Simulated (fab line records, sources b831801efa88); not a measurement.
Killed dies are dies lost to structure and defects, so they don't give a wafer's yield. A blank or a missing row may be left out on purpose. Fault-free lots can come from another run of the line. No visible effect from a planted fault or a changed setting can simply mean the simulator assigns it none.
8D (eight disciplines) problem report, filled in by code | flow gf180mcu | the parts of the form that need people (team, actions taken, sign-off) are left out

1. THE PROBLEM
At GF_VT_IMPLANT_SOFTBAKE_14, run length s averages 97.0 s over 6 wafers from 2 lots, while fault-free wafers read 89.0 s, standard deviation 0.31. That is +26 standard deviations from the usual mean.
The step: time 60 s.
The first sign was on wafer L453.1 at day 8 05:44, on litho track-04. At this step, 42 wafers from 14 lots have a number in the record. Rule for "out" (also "out of limits"): further than 4 standard deviations from the usual mean. The rest of the wafers with a number are treated as sound.

2. WHAT IT IS; WHAT IT IS NOT
question                    | is                     | is not
which readings at this step | run length s           | -
which lots                  | L453, L455             | L445, L446, L447, L448, L449, L452, L457, L463, L464, L465, L466, L467
which wafers of those lots  | all that have a number | -
read on which tools         | litho track-04         | litho track-02, litho track-03
when                        | from day 8 05:44       | up to then (18 sound wafers); but 18 sound wafers of L457, L463, L464, L465, L466, L467 came after

3. WHAT RULES OUT EACH SUSPECT
Counting: any tool at a process step up to the reading is kept as a suspect provided that every lot that is out went through it and no sound lot did after the first of them.
- litho track-04 at GF_VT_IMPLANT_SOFTBAKE_14 (time 60 s): ruled out as a lasting fault. After its first lot that is out, L453 (day 8 05:44), sound lots L466, L467 ran on it.
Left after counting: nothing in the record.

4. THE CAUSE (what the simulator had put in)
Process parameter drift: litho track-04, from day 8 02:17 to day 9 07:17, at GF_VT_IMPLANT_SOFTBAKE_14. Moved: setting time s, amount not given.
Counting ruled it out, wrongly.

5. THE CHAIN OF EFFECTS, in route order
Each row: a reading whose mean over the struck wafers that have a number lies more than 3 standard deviations from the usual. Readings are gone through only where the record gives a usual standard deviation; hours: the median, over the lots, of the time from a lot's start at the first step in this table giving one to that lot's start at this step; sigmas: the change measured in usual standard deviations.
hours | step                      | reading      | usual  | on struck wafers | change | sigmas
0     | GF_VT_IMPLANT_SOFTBAKE_14 | run length s | 89.0 s | 97.0             | +8.0   | +26
The process steps in it:
- GF_VT_IMPLANT_SOFTBAKE_14: time 60 s.
Later steps that measure or inspect, where all struck wafers having a row at the step show a number for every such reading and not one has moved that far: GF_SALICIDE_RS_MEAS_04, GF_CONTACT_THK_MEAS_03.

6. HOW IT WOULD HAVE BEEN CAUGHT EARLIER
The fault began at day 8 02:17; the first out-of-limits reading in this record came at day 8 05:44, 3 hours later.
